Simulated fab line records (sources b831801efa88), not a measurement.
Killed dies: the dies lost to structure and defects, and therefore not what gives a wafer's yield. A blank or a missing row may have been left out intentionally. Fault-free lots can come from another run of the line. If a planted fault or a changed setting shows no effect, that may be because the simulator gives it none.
fab line records	flow sky130
record: lots: 10	wafers: 30	last-day: 50
route steps=708 shown VIA3@586 CAP2M@605 PAD_OPEN@708
lots that met no fault: taken from a fault-free run of the same line
start-h: hours from the record's first day to the start of the lot's first wafer shown	wait-h: time in hours since the lot's previous step	" same as the row above	L1.1+2: a single row standing in for several wafers	- no value, or no start given	* or withheld: withheld	< > ~ a bound
route shown NAME@n: NAME is a module with steps in the file, n the number in the route of the first one	usual: mean/standard deviation of fault-free wafers	same: alike in all rows	chamber/n: place in a boat	sites: each site's reading	_std_site: the values' standard deviation	_edge_site: the outer-site mean with the inner-site mean subtracted	radius-mm: how far each site lies from the wafer's centre	mask NAME#n: copy n	behind: the last tool/chamber to shape the wafer	hold: the reason the lot was held/the length of the hold in hours/how it ended	device: whichever transistor did not switch (one of n, p or np)	end of line: the same wafers' tests at the end of the route	a step with no rows: only its recipe	killed: dies lost to structure and defects at the first sort, not the wafer's yield	map: shows each die of a wafer: x if killed, . if not, _ if none is there
set.NAME: setting as actually run; set.NAME@STEP: the setting as run at that earlier step	model.NAME: the simulator's own value behind a step, which no gauge read
one table for each step of the route and one row for each wafer, over a sample of lots
services: the hour from which a tool's chamber was out of use, counted from the record's first day as start-h (under 0 if before that day), plus the number of hours and why
== steps ==
step: SKY_VIA3_OVL_MEAS_13
usual: VIA3_OVL: -2/4.3
lot.wafer	tool	chamber	start-h	wait-h	VIA3_OVL[nm]
L962.1	overlay-01	-	922.69	0.1	2
L962.5	"	-	"	"	-3
L962.6	"	-	"	"	-3
L963.3	overlay-02	-	926.70	0.1	-3
L963.4	"	-	"	"	3
L963.5	"	-	"	"	-3
L964.2	overlay-02	-	938.49	0.1	-2
L964.3	"	-	"	"	-2
L964.4	"	-	"	"	1
L965.2	overlay-01	-	947.29	0.1	-1
L965.5	"	-	"	"	1
L965.6	"	-	"	"	-3
L967.1	overlay-01	-	977.38	0.1	-4
L967.2	"	-	"	"	-6
L967.4	"	-	"	"	-8
L970.3	overlay-01	-	986.15	0.1	-2
L970.4	"	-	"	"	0
L970.5	"	-	"	"	4
L974.2	overlay-01	-	1010.54	0.1	5
L974.3	"	-	"	"	3
L974.6	"	-	"	"	3
L977.1	overlay-02	-	1040.94	0.1	-7
L977.3	"	-	"	"	-3
L977.5	"	-	"	"	1
L979.1	overlay-01	-	1045.34	0.1	-1
L979.2	"	-	"	"	-4
L979.6	"	-	"	"	-3
L985.1	overlay-02	-	1085.78	0.1	-1
L985.2	"	-	"	"	-6
L985.4	"	-	"	"	-2
step: SKY_VIA3_ETCH_14
recipe: chemistry: N2/H2	target: BARC	ion-energy-ev: 200	source-w: 500	bias-w: 100	pressure-mtorr: 30	n2-flow-sccm: 100	h2-flow-sccm: 200	stop-on: SiO2	time-s: 45.9	target-depth-a: 600
usual: drypump-motor-current-A: 5.9/0.42	h2-flow-sccm: 200.1/0.63	oes-product-au: 0.855/0.0045	throttle-valve-pct: 13.224/0.01
lot.wafer	tool	chamber	start-h	wait-h	drypump-motor-current-A	h2-flow-sccm	oes-product-au	rf-hours-counter-h	throttle-valve-pct
L962.1	rie-diel-02	0	922.73	0.0	6.0	199.6	0.852	7	13.226
L962.5	"	3	"	"	5.8	200.2	0.853	-	13.232
L962.6	"	0	"	"	6.0	199.0	0.862	-	13.228
L963.3	rie-diel-02	0	926.73	0.0	6.0	199.4	0.850	8	13.218
L963.4	"	2	"	"	6.5	200.2	0.853	-	13.244
L963.5	"	0	"	"	6.0	198.7	0.855	-	13.217
L964.2	rie-diel-03	0	938.52	0.0	5.3	199.8	0.857	21	13.227
L964.3	"	3	"	"	6.1	200.0	0.854	15	13.232
L964.4	"	1	"	"	6.0	200.0	0.850	14	13.196
L965.2	rie-diel-02	0	947.32	0.0	6.0	201.1	0.856	8	13.229
L965.5	"	0	"	"	5.9	200.0	0.864	-	13.223
L965.6	"	3	"	"	5.8	200.2	0.858	-	13.239
L967.1	rie-diel-04	1	977.42	0.0	5.6	199.7	0.862	8	13.214
L967.2	"	0	"	"	5.7	200.4	0.854	18	13.221
L967.4	"	3	"	"	5.8	200.0	0.853	15	13.231
L970.3	rie-diel-02	3	986.17	0.0	5.8	199.8	0.851	6	13.207
L970.4	"	1	"	"	5.2	200.3	0.859	11	13.227
L970.5	"	3	"	"	5.8	201.2	0.854	-	13.211
L974.2	rie-diel-04	3	1010.57	0.0	5.8	199.6	0.853	16	13.235
L974.3	"	0	"	"	5.6	200.0	0.849	19	13.216
L974.6	"	0	"	"	5.7	200.3	0.855	-	13.240
L977.1	rie-diel-02	1	1040.97	0.0	5.2	200.2	0.855	13	13.224
L977.3	"	2	"	"	6.6	199.6	0.858	4	13.206
L977.5	"	0	"	"	6.0	199.5	0.852	-	13.221
L979.1	rie-diel-03	1	1045.38	0.0	6.0	200.3	0.855	18	13.233
L979.2	"	0	"	"	5.3	200.4	0.853	24	13.232
L979.6	"	0	"	"	5.3	200.0	0.849	-	13.226
L985.1	rie-diel-03	1	1085.82	0.0	6.0	200.4	0.851	20	13.225
L985.2	"	3	"	"	6.1	199.2	0.856	20	13.209
L985.4	"	0	"	"	5.3	199.9	0.850	26	13.221
step: SKY_VIA3_STRIP_16
recipe: chemistry: O2/N2	power-w: 1400	pressure-mtorr: 1500	platen-temp-c: withheld	o2-flow-sccm: 3000	n2-flow-sccm: 300	overash-fraction: 0.5
usual: drypump-motor-current-A: 5.9/0.6	oes-product-au: 0.403/0.0044	strip-time-to-endpoint-s: 4.152/0.023
lot.wafer	tool	chamber	start-h	wait-h	drypump-motor-current-A	oes-product-au	rf-hours-counter-h	strip-time-to-endpoint-s
L962.1	plasma-asher-04	0	922.83	0.0	6.6	0.398	109	4.148
L962.5	"	0	"	"	6.6	0.399	-	4.151
L962.6	"	1	"	"	6.7	0.411	-	4.138
L963.3	plasma-asher-04	0	926.86	0.1	6.6	0.402	-	4.147
L963.4	"	1	"	"	6.6	0.400	-	4.142
L963.5	"	1	"	"	6.6	0.402	-	4.132
L964.2	plasma-asher-02	1	938.62	0.0	5.7	0.406	50	4.110
L964.3	"	0	"	"	5.7	0.406	-	4.173
L964.4	"	1	"	"	5.7	0.404	-	4.132
L965.2	plasma-asher-04	0	947.42	0.0	6.6	0.404	111	4.159
L965.5	"	0	"	"	6.6	0.402	-	4.163
L965.6	"	1	"	"	6.7	0.396	-	4.170
L967.1	plasma-asher-03	1	977.52	0.0	6.0	0.407	23	4.172
L967.2	"	0	"	"	4.9	0.397	23	4.133
L967.4	"	1	"	"	6.0	0.408	-	4.225
L970.3	plasma-asher-03	1	986.31	0.1	6.0	0.400	-	4.161
L970.4	"	0	"	"	4.9	0.404	-	4.176
L970.5	"	0	"	"	4.9	0.394	-	4.170
L974.2	plasma-asher-04	0	1010.67	0.0	6.6	0.405	117	4.190
L974.3	"	1	"	"	6.7	0.402	-	4.147
L974.6	"	0	"	"	6.6	0.405	-	4.123
L977.1	plasma-asher-02	1	1041.07	0.0	5.6	0.400	60	4.176
L977.3	"	0	"	"	5.7	0.405	-	4.149
L977.5	"	1	"	"	5.7	0.407	-	4.140
L979.1	plasma-asher-02	1	1045.48	0.0	5.7	0.412	61	4.149
L979.2	"	0	"	"	5.7	0.398	61	4.134
L979.6	"	1	"	"	5.6	0.406	-	4.148
L985.1	plasma-asher-04	0	1085.92	0.0	6.6	0.392	2	4.156
L985.2	"	1	"	"	6.7	0.404	2	4.183
L985.4	"	0	"	"	6.6	0.408	-	4.158
step: SKY_CAP2M_SPUTTER_02
recipe: material: TiN	target-thk-nm: 200	temp-c: 300	power-w: 6500	time-s: 166.7	chamber-pressure-pa: 0.4
usual: throttle-valve-pct: 29.8/0.61
lot.wafer	tool	chamber	start-h	wait-h	throttle-valve-pct
L962.1	pvd-sputter-01	-	924.37	0.1	29.1
L962.5	"	-	"	"	29.1
L962.6	"	-	"	"	30.0
L963.3	pvd-sputter-01	-	928.33	0.0	30.0
L963.4	"	-	"	"	29.3
L963.5	"	-	"	"	29.0
L964.2	pvd-sputter-02	-	940.15	0.0	28.9
L964.3	"	-	"	"	29.7
L964.4	"	-	"	"	30.5
L965.2	pvd-sputter-01	-	948.92	0.0	28.8
L965.5	"	-	"	"	30.2
L965.6	"	-	"	"	29.1
L967.1	pvd-sputter-04	-	979.21	0.1	29.9
L967.2	"	-	"	"	29.4
L967.4	"	-	"	"	30.1
L970.3	pvd-sputter-04	-	987.77	0.0	30.0
L970.4	"	-	"	"	30.7
L970.5	"	-	"	"	29.9
L974.2	pvd-sputter-01	-	1012.21	0.0	28.9
L974.3	"	-	"	"	28.8
L974.6	"	-	"	"	29.7
L977.1	pvd-sputter-04	-	1042.63	0.1	30.6
L977.3	"	-	"	"	30.0
L977.5	"	-	"	"	30.2
L979.1	pvd-sputter-04	-	1047.02	0.1	30.2
L979.2	"	-	"	"	30.5
L979.6	"	-	"	"	29.3
L985.1	pvd-sputter-02	-	1087.62	0.1	30.4
L985.2	"	-	"	"	29.8
L985.4	"	-	"	"	29.2
step: SKY_CAP2M_RS_MEAS_03
recipe: thk-meas-gauge: four-point-probe	reads: TiN_of_CAP2M_SPUTTER_02
usual: CAP2M_TIN_RS: 6.95/0.091
lot.wafer	tool	chamber	start-h	wait-h	hold	CAP2M_TIN_RS[ohm/sq]
L962.1	film-metro-01	-	924.48	0.1	-	6.90
L962.5	"	-	"	"	-	6.96
L962.6	"	-	"	"	-	6.88
L963.3	film-metro-04	-	928.48	0.1	-	6.95
L963.4	"	-	"	"	-	6.89
L963.5	"	-	"	"	-	6.93
L964.2	film-metro-04	-	940.28	0.1	-	7.00
L964.3	"	-	"	"	-	6.95
L964.4	"	-	"	"	-	7.03
L965.2	film-metro-04	-	949.05	0.1	-	7.01
L965.5	"	-	"	"	-	7.05
L965.6	"	-	"	"	-	7.02
L967.1	film-metro-04	-	979.32	0.1	-	6.92
L967.2	"	-	"	"	-	6.95
L967.4	"	-	"	"	-	6.86
L970.3	film-metro-01	-	987.92	0.1	-	6.87
L970.4	"	-	"	"	-	6.82
L970.5	"	-	"	"	-	6.95
L974.2	film-metro-03	-	1012.34	0.1	-	7.01
L974.3	"	-	"	"	-	7.06
L974.6	"	-	"	"	-	6.94
L977.1	film-metro-01	-	1042.74	0.1	await-dispo/0.2h/release	6.97
L977.3	"	-	"	"	await-dispo/0.2h/release	4.13
L977.5	"	-	"	"	await-dispo/0.2h/release	7.01
L977.1	film-metro-01	-	1043.02	0.3	-	6.98
L977.3	"	-	"	"	-	4.12
L977.5	"	-	"	"	-	7.00
L979.1	film-metro-04	-	1047.13	0.1	await-dispo/0.2h/release	6.96
L979.2	"	-	"	"	await-dispo/0.2h/release	6.96
L979.6	"	-	"	"	await-dispo/0.2h/release	4.12
L979.1	film-metro-04	-	1047.41	0.3	-	6.95
L979.2	"	-	"	"	-	6.98
L979.6	"	-	"	"	-	4.14
L985.1	film-metro-04	-	1087.72	0.1	-	6.88
L985.2	"	-	"	"	-	6.85
L985.4	"	-	"	"	-	6.79
step: SKY_CAP2M_THK_MEAS_04
recipe: thk-meas-gauge: xrf	reads: TiN_of_CAP2M_SPUTTER_02
usual: CAP2M_TIN_THK: 199.6/2.7
lot.wafer	tool	chamber	start-h	wait-h	hold	CAP2M_TIN_THK[nm]
L962.1	film-metro-01	-	924.60	0.1	-	200.1
L962.5	"	-	"	"	-	199.0
L962.6	"	-	"	"	-	201.4
L963.3	film-metro-04	-	928.58	0.1	-	200.0
L963.4	"	-	"	"	-	201.0
L963.5	"	-	"	"	-	199.9
L964.2	film-metro-04	-	940.39	0.1	-	197.3
L964.3	"	-	"	"	-	197.7
L964.4	"	-	"	"	-	197.0
L965.2	film-metro-04	-	949.16	0.1	-	196.4
L965.5	"	-	"	"	-	195.4
L965.6	"	-	"	"	-	197.7
L967.1	film-metro-04	-	979.44	0.1	-	200.2
L967.2	"	-	"	"	-	199.2
L967.4	"	-	"	"	-	201.6
L970.3	film-metro-01	-	988.02	0.1	-	201.5
L970.4	"	-	"	"	-	203.5
L970.5	"	-	"	"	-	199.1
L974.2	film-metro-03	-	1012.45	0.1	-	197.7
L974.3	"	-	"	"	-	197.0
L974.6	"	-	"	"	-	200.7
L977.1	film-metro-01	-	1046.71	3.7	await-dispo/0.2h/release	199.6
L977.3	"	-	"	"	await-dispo/0.2h/release	333.4
L977.5	"	-	"	"	await-dispo/0.2h/release	199.2
L977.1	film-metro-01	-	1046.93	0.2	-	199.2
L977.3	"	-	"	"	-	333.9
L977.5	"	-	"	"	-	198.4
L979.1	film-metro-04	-	1049.97	2.5	await-dispo/0.2h/release	199.5
L979.2	"	-	"	"	await-dispo/0.2h/release	200.4
L979.6	"	-	"	"	await-dispo/0.2h/release	333.7
L979.1	film-metro-04	-	1050.20	0.2	-	200.0
L979.2	"	-	"	"	-	199.9
L979.6	"	-	"	"	-	334.0
L985.1	film-metro-04	-	1087.84	0.1	-	201.1
L985.2	"	-	"	"	-	202.1
L985.4	"	-	"	"	-	203.7
step: SKY_CAP2M_METAL_ETCH_13
recipe: target-depth-nm: 220	stop-on: SiO2	chemistry: Cl2/BCl3	target: TiN	pressure-mtorr: 10	icp-w: 900	bias-w: 48.5	Cl2_flow_sccm: 60	bcl3-flow-sccm: 30	time-s: 62.9
usual: drypump-motor-current-A: 5.9/0.43	oes-product-au: 0.938/0.0086	throttle-valve-pct: 21.904/0.011
lot.wafer	tool	chamber	start-h	wait-h	drypump-motor-current-A	oes-product-au	rf-hours-counter-h	throttle-valve-pct
L962.1	rie-metal-01	1	949.00	0.0	6.4	0.946	19	21.891
L962.5	"	1	"	"	6.4	0.937	-	21.899
L962.6	"	0	"	"	5.7	0.941	-	21.898
L963.3	rie-metal-02	0	953.88	0.0	5.8	0.944	-	21.913
L963.4	"	1	"	"	6.4	0.941	-	21.903
L963.5	"	1	"	"	6.4	0.940	-	21.909
L964.2	rie-metal-02	1	965.20	0.0	6.4	0.937	11	21.913
L964.3	"	1	"	"	6.4	0.938	-	21.924
L964.4	"	0	"	"	5.8	0.941	-	21.914
L965.2	rie-metal-04	1	973.09	0.0	6.1	0.933	3	21.908
L965.5	"	0	"	"	5.1	0.929	-	21.914
L965.6	"	1	"	"	6.1	0.929	-	21.891
L967.1	rie-metal-02	0	1002.35	0.0	5.8	0.945	5	21.903
L967.2	"	1	"	"	6.4	0.936	13	21.907
L967.4	"	0	"	"	5.8	0.952	-	21.898
L970.3	rie-metal-01	0	1010.52	0.0	5.7	0.950	-	21.911
L970.4	"	1	"	"	6.3	0.951	-	21.888
L970.5	"	0	"	"	5.7	0.934	-	21.890
L974.2	rie-metal-01	1	1034.95	0.0	6.4	0.934	0	21.914
L974.3	"	1	"	"	6.4	0.915	-	21.902
L974.6	"	0	"	"	5.7	0.945	-	21.890
L977.1	rie-metal-01	0	1064.10	0.0	5.7	0.936	15	21.892
L977.3	"	0	"	"	5.7	0.995	-	21.877
L977.5	"	1	"	"	6.4	0.936	-	21.895
L979.1	rie-metal-04	1	1068.00	0.0	6.1	0.937	9	21.906
L979.2	"	0	"	"	5.1	0.933	22	21.907
L979.6	"	1	"	"	6.1	0.970	-	21.878
L985.1	rie-metal-02	1	1107.64	0.0	6.4	0.943	20	21.882
L985.2	"	0	"	"	5.8	0.944	12	21.891
L985.4	"	1	"	"	6.4	0.951	-	21.884
step: SKY_PAD_OPEN_PROBE_99
usual: defect-limited-yield: 82.5/1.9	killed_at_M0_to_M3: 43/6.7	killed_at_M4_up: 3.2/1.9	killed-at-contacts: 24/5.9	killed-at-front-end: 15/4.1	killed-at-other: 0.3/0.56	killed-dies: 86/9.5	killed-open: 47/7.4	killed-short: 39/5.5
same: gross-dies: 492	killed-at-back-side: 0
lot.wafer	tool	chamber	start-h	wait-h	defect-limited-yield[%]	killed_at_M0_to_M3	killed_at_M4_up	killed-at-contacts	killed-at-front-end	killed-at-other	killed-dies	killed-open	killed-short
L962.1	prober-01	-	1070.52	0.1	80.3	41	5	39	11	1	97	54	43
L962.5	prober-01	-	1070.72	0.2	78.7	41	6	37	21	0	105	61	44
L962.6	prober-01	-	1070.77	0.2	81.3	48	3	30	11	0	92	48	44
L963.3	prober-02	-	1074.86	0.2	82.5	38	7	28	13	0	86	53	33
L963.4	prober-02	-	1074.91	0.2	83.9	40	5	22	10	2	79	31	48
L963.5	prober-02	-	1074.96	0.2	81.3	45	7	20	20	0	92	53	39
L964.2	prober-01	-	1085.47	0.1	82.3	43	3	32	9	0	87	41	46
L964.3	prober-01	-	1085.52	0.2	82.7	42	1	32	10	0	85	46	39
L964.4	prober-01	-	1085.57	0.2	81.7	50	3	24	13	0	90	46	44
L965.2	prober-02	-	1090.98	0.1	87.2	30	2	18	13	0	63	36	27
L965.5	prober-02	-	1091.13	0.2	85.2	40	6	16	10	1	73	32	41
L965.6	prober-02	-	1091.18	0.2	85.6	38	1	22	10	0	71	37	34
L967.1	prober-02	-	1117.57	0.1	82.9	46	3	24	11	0	84	45	39
L967.2	prober-02	-	1117.62	0.1	80.7	44	2	33	16	0	95	50	45
L967.4	prober-02	-	1117.72	0.2	80.3	58	0	23	16	0	97	54	43
L970.3	prober-02	-	1123.05	0.2	86.0	32	3	27	7	0	69	43	26
L970.4	prober-02	-	1123.10	0.2	80.5	53	3	21	19	0	96	58	38
L970.5	prober-02	-	1123.15	0.2	85.8	34	5	18	13	0	70	32	38
L974.2	prober-01	-	1143.93	0.1	85.8	35	1	21	13	0	70	33	37
L974.3	prober-01	-	1143.98	0.2	82.5	37	3	25	21	0	86	49	37
L974.6	prober-01	-	1144.13	0.2	84.3	36	6	20	15	0	77	40	37
L977.1	prober-02	-	1166.59	0.1	84.1	40	5	16	17	0	78	39	39
L977.3	prober-02	-	1166.69	0.2	81.7	41	4	30	15	0	90	39	51
L977.5	prober-02	-	1166.79	0.2	82.7	49	1	26	9	0	85	45	40
L979.1	prober-02	-	1171.68	0.1	82.1	38	3	30	17	0	88	40	48
L979.2	prober-02	-	1171.73	0.1	80.9	46	3	27	18	0	94	52	42
L979.6	prober-02	-	1171.93	0.2	83.1	42	2	25	14	0	83	52	31
L985.1	prober-02	-	1202.32	0.1	83.5	49	1	21	10	0	81	38	43
L985.2	prober-02	-	1202.37	0.1	83.7	39	3	19	19	0	80	46	34
L985.4	prober-02	-	1202.47	0.2	81.9	53	4	20	12	0	89	47	42
killed by level:class
L962.1 LI_CONTACT:geometric-particle:open=13 CONTACT:geometric-particle:short=12 CONTACT:geometric-particle:open=11 VIA1:geometric-particle:open=10 METAL2:geometric-particle:short=8 VIA1:geometric-particle:short=5 VIA2:geometric-particle:open=5 FIELD_ISO:geometric-particle:short=4
L962.5 LI_CONTACT:geometric-particle:open=13 VIA1:geometric-particle:open=12 CONTACT:geometric-particle:open=10 METAL2:geometric-particle:short=9 FIELD_ISO:geometric-particle:open=6 METAL4:geometric-particle:short=6 POLY_GATE:geometric-particle:open=5 LOCAL_INTERCONNECT:geometric-particle:short=5
L962.6 CONTACT:geometric-particle:open=13 METAL2:geometric-particle:short=9 CONTACT:geometric-particle:short=7 METAL1:geometric-particle:short=7 LI_CONTACT:geometric-particle:open=6 VIA1:geometric-particle:open=6 VIA2:geometric-particle:open=6 VIA1:geometric-particle:short=5
L963.3 CONTACT:geometric-particle:open=12 VIA1:geometric-particle:open=12 CONTACT:geometric-particle:short=7 METAL1:geometric-particle:short=7 FIELD_ISO:geometric-particle:open=5 METAL4:geometric-particle:short=5 LI_CONTACT:geometric-particle:open=5 VIA2:geometric-particle:open=4
L963.4 LOCAL_INTERCONNECT:geometric-particle:short=8 METAL1:geometric-particle:short=7 VIA3:geometric-particle:open=6 METAL2:geometric-particle:short=6 CONTACT:geometric-particle:open=5 VIA1:geometric-particle:open=5 FIELD_ISO:geometric-particle:short=4 VIA1:geometric-particle:short=4
L963.5 VIA1:geometric-particle:open=15 VIA3:geometric-particle:open=9 CONTACT:geometric-particle:short=8 FIELD_ISO:geometric-particle:open=7 METAL2:geometric-particle:short=5 METAL1:geometric-particle:short=5 FIELD_ISO:geometric-particle:short=4 LI_CONTACT:geometric-particle:open=4
L964.2 CONTACT:geometric-particle:open=9 CONTACT:geometric-particle:short=8 VIA1:geometric-particle:open=8 METAL1:geometric-particle:short=7 LOCAL_INTERCONNECT:geometric-particle:short=6 VIA2:geometric-particle:open=6 VIA3:geometric-particle:open=6 LI_CONTACT:geometric-particle:open=5
L964.3 VIA1:geometric-particle:open=12 LI_CONTACT:geometric-particle:open=10 CONTACT:geometric-particle:open=9 CONTACT:geometric-particle:short=7 METAL2:geometric-particle:short=6 LOCAL_INTERCONNECT:geometric-particle:short=5 VIA1:geometric-particle:short=5 VIA2:geometric-particle:open=5
L964.4 VIA3:geometric-particle:open=10 VIA1:geometric-particle:open=9 METAL1:geometric-particle:short=7 METAL2:geometric-particle:short=7 FIELD_ISO:geometric-particle:open=6 LI_CONTACT:geometric-particle:open=6 CONTACT:geometric-particle:short=6 VIA2:geometric-particle:open=6
L965.2 VIA1:geometric-particle:open=7 CONTACT:geometric-particle:open=6 METAL2:geometric-particle:short=5 VIA3:geometric-particle:open=5 METAL1:geometric-particle:short=4 VIA1:geometric-particle:short=4 POLY_GATE:geometric-particle:short=3 LI_CONTACT:geometric-particle:open=3
L965.5 VIA1:geometric-particle:open=9 CONTACT:geometric-particle:open=8 METAL2:geometric-particle:short=6 FIELD_ISO:geometric-particle:short=5 METAL4:geometric-particle:short=5 VIA2:geometric-particle:short=5 VIA1:geometric-particle:short=4 LI_CONTACT:geometric-particle:open=3
L965.6 VIA1:geometric-particle:open=11 CONTACT:geometric-particle:short=6 LI_CONTACT:geometric-particle:open=5 METAL2:geometric-particle:short=5 CONTACT:geometric-particle:open=5 VIA1:geometric-particle:short=5 VIA3:geometric-particle:open=5 METAL1:geometric-particle:short=4
L967.1 VIA1:geometric-particle:open=10 VIA3:geometric-particle:open=8 VIA2:geometric-particle:open=7 CONTACT:geometric-particle:open=6 VIA1:geometric-particle:short=6 LI_CONTACT:geometric-particle:open=5 LOCAL_INTERCONNECT:geometric-particle:short=5 LI_CONTACT:geometric-particle:short=4
L967.2 CONTACT:geometric-particle:open=10 VIA3:geometric-particle:open=8 LI_CONTACT:geometric-particle:open=8 VIA1:geometric-particle:open=8 VIA2:geometric-particle:open=8 LOCAL_INTERCONNECT:geometric-particle:short=7 FIELD_ISO:geometric-particle:short=5 LI_CONTACT:geometric-particle:short=5
L967.4 VIA3:geometric-particle:open=12 VIA1:geometric-particle:open=10 LI_CONTACT:geometric-particle:open=8 CONTACT:geometric-particle:open=8 VIA1:geometric-particle:short=7 VIA2:geometric-particle:open=6 METAL2:geometric-particle:short=6 FIELD_ISO:geometric-particle:short=5
L970.3 VIA3:geometric-particle:open=10 LI_CONTACT:geometric-particle:open=8 CONTACT:geometric-particle:open=8 VIA2:geometric-particle:open=8 VIA1:geometric-particle:open=5 FIELD_ISO:geometric-particle:short=4 LI_CONTACT:geometric-particle:short=4 LOCAL_INTERCONNECT:geometric-particle:short=4
L970.4 VIA1:geometric-particle:open=12 CONTACT:geometric-particle:open=9 VIA3:geometric-particle:open=9 VIA2:geometric-particle:open=7 FIELD_ISO:geometric-particle:open=6 METAL1:geometric-particle:short=6 POLY_GATE:geometric-particle:short=4 CONTACT:geometric-particle:short=4
L970.5 LI_CONTACT:geometric-particle:open=6 METAL1:geometric-particle:short=6 VIA1:geometric-particle:open=6 FIELD_ISO:geometric-particle:short=5 CONTACT:geometric-particle:open=5 VIA3:geometric-particle:open=5 METAL4:geometric-particle:short=4 CONTACT:geometric-particle:short=4
L974.2 VIA1:geometric-particle:open=10 CONTACT:geometric-particle:open=7 CONTACT:geometric-particle:short=6 VIA1:geometric-particle:short=5 METAL2:geometric-particle:short=5 LI_CONTACT:geometric-particle:open=4 VIA2:geometric-particle:open=4 FIELD_ISO:geometric-particle:short=3
L974.3 FIELD_ISO:geometric-particle:short=10 VIA2:geometric-particle:open=10 VIA1:geometric-particle:open=8 VIA3:geometric-particle:open=8 LI_CONTACT:geometric-particle:open=7 CONTACT:geometric-particle:open=7 CONTACT:geometric-particle:short=7 FIELD_ISO:geometric-particle:open=5
L974.6 VIA3:geometric-particle:open=7 CONTACT:geometric-particle:open=6 METAL1:geometric-particle:short=6 FIELD_ISO:geometric-particle:short=5 CONTACT:geometric-particle:short=5 VIA1:geometric-particle:open=5 METAL4:geometric-particle:short=4 POLY_GATE:geometric-particle:open=4
L977.1 VIA1:geometric-particle:open=12 FIELD_ISO:geometric-particle:short=8 METAL1:geometric-particle:short=7 LI_CONTACT:geometric-particle:open=6 VIA1:geometric-particle:short=5 CONTACT:geometric-particle:open=5 VIA2:geometric-particle:short=5 VIA3:geometric-particle:open=5
L977.3 CONTACT:geometric-particle:open=10 VIA1:geometric-particle:open=10 LOCAL_INTERCONNECT:geometric-particle:short=7 VIA3:geometric-particle:open=5 POLY_GATE:geometric-particle:short=5 METAL1:geometric-particle:short=5 FIELD_ISO:geometric-particle:short=4 LI_CONTACT:geometric-particle:short=4
L977.5 VIA1:geometric-particle:open=12 METAL2:geometric-particle:short=12 CONTACT:geometric-particle:open=9 CONTACT:geometric-particle:short=6 VIA3:geometric-particle:open=6 LI_CONTACT:geometric-particle:open=5 METAL2:geometric-particle:open=5 VIA2:geometric-particle:open=4
L979.1 LI_CONTACT:geometric-particle:open=10 CONTACT:geometric-particle:short=10 VIA1:geometric-particle:short=8 VIA1:geometric-particle:open=7 VIA3:geometric-particle:open=7 POLY_GATE:geometric-particle:open=5 CONTACT:geometric-particle:open=5 FIELD_ISO:geometric-particle:short=4
L979.2 VIA1:geometric-particle:open=14 LI_CONTACT:geometric-particle:open=9 METAL1:geometric-particle:short=8 CONTACT:geometric-particle:open=7 VIA2:geometric-particle:open=6 POLY_GATE:geometric-particle:open=5 FIELD_ISO:geometric-particle:short=5 LOCAL_INTERCONNECT:geometric-particle:short=5
L979.6 CONTACT:geometric-particle:open=11 VIA1:geometric-particle:open=8 METAL1:geometric-particle:short=7 LI_CONTACT:geometric-particle:open=6 VIA2:geometric-particle:open=6 VIA3:geometric-particle:open=6 FIELD_ISO:geometric-particle:short=5 CONTACT:geometric-particle:short=4
L985.1 VIA1:geometric-particle:open=12 LOCAL_INTERCONNECT:geometric-particle:short=6 CONTACT:geometric-particle:open=6 METAL1:geometric-particle:short=6 VIA1:geometric-particle:short=5 CONTACT:geometric-particle:short=5 METAL2:geometric-particle:short=5 VIA2:geometric-particle:open=5
L985.2 VIA1:geometric-particle:open=10 FIELD_ISO:geometric-particle:open=6 VIA1:geometric-particle:short=6 CONTACT:geometric-particle:open=5 LI_CONTACT:geometric-particle:short=5 METAL2:geometric-particle:short=5 VIA2:geometric-particle:open=5 VIA3:geometric-particle:open=5
L985.4 VIA1:geometric-particle:open=13 VIA2:geometric-particle:open=8 LOCAL_INTERCONNECT:geometric-particle:short=5 CONTACT:geometric-particle:open=5 VIA1:geometric-particle:short=5 VIA2:geometric-particle:short=5 VIA3:geometric-particle:open=5 METAL1:geometric-particle:short=4
== services ==
tool	chamber	start-h	hours	kind
plasma-asher-04	-	904.44	11.5	repair
pvd-sputter-02	-	908.03	4.5	repair
rie-diel-02	1	924.99	16.3	repair
pvd-sputter-01	0	932.19	-	consumable-replace:kit
pvd-sputter-01	0	932.19	18.0	scheduled-down
rie-diel-03	2	964.26	13.7	repair
rie-metal-01	1	977.91	5.4	repair
pvd-sputter-04	-	988.89	3.6	repair
rie-metal-02	1	1005.55	6.0	repair
pvd-sputter-01	-	1021.68	1.0	repair
rie-diel-02	2	1027.18	3.0	repair
plasma-asher-02	-	1029.89	1.2	repair
rie-diel-02	3	1038.89	6.1	repair
rie-diel-03	3	1040.74	7.6	repair
rie-diel-04	-	1046.72	14.6	pm
rie-diel-02	3	1052.23	3.3	repair
plasma-asher-04	-	1055.25	9.0	pm
plasma-asher-04	0	1055.25	9.0	vent-cycle
plasma-asher-04	1	1055.25	9.0	vent-cycle
rie-diel-03	3	1057.69	3.9	repair
plasma-asher-04	0	1064.25	-	clean
plasma-asher-04	1	1064.25	-	clean
rie-metal-01	-	1067.51	14.6	pm
pvd-sputter-04	-	1069.63	5.3	repair
== key ==
first-sign: step: SKY_CAP2M_RS_MEAS_03	reading: visit	direction: added
effect: step: SKY_CAP2M_RS_MEAS_03	reading: CAP2M_TIN_RS	direction: down	sigmas: 31	usual: 6.95	struck: 4.13
effect: step: SKY_CAP2M_THK_MEAS_04	reading: visit	direction: added
effect: step: SKY_CAP2M_THK_MEAS_04	reading: CAP2M_TIN_THK	direction: up	sigmas: 50	usual: 199.6	struck: 333.5
effect: step: SKY_CAP2M_METAL_ETCH_13	reading: oes-product-au	direction: up	sigmas: 5.2	usual: 0.938	struck: 0.982
met-at SKY_CAP2M_SPUTTER_02
struck-lots L977,L979
struck-wafers L977.3,L979.6
not-acting-at SKY_VIA3_OVL_MEAS_13,SKY_VIA3_ETCH_14,SKY_VIA3_STRIP_16
onset-between 987.77 1042.63
fault: kind: process-parameter-drift	tool: pvd-sputter-04	chamber: -	onset-h: 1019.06	steps: SKY_CAP2M_SPUTTER_02	channel: target-thk-nm	offset: 134.26	shape: step	end-h: 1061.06	scope: struck-wafers-only	acts-in: these-recipes-only	stated: 200
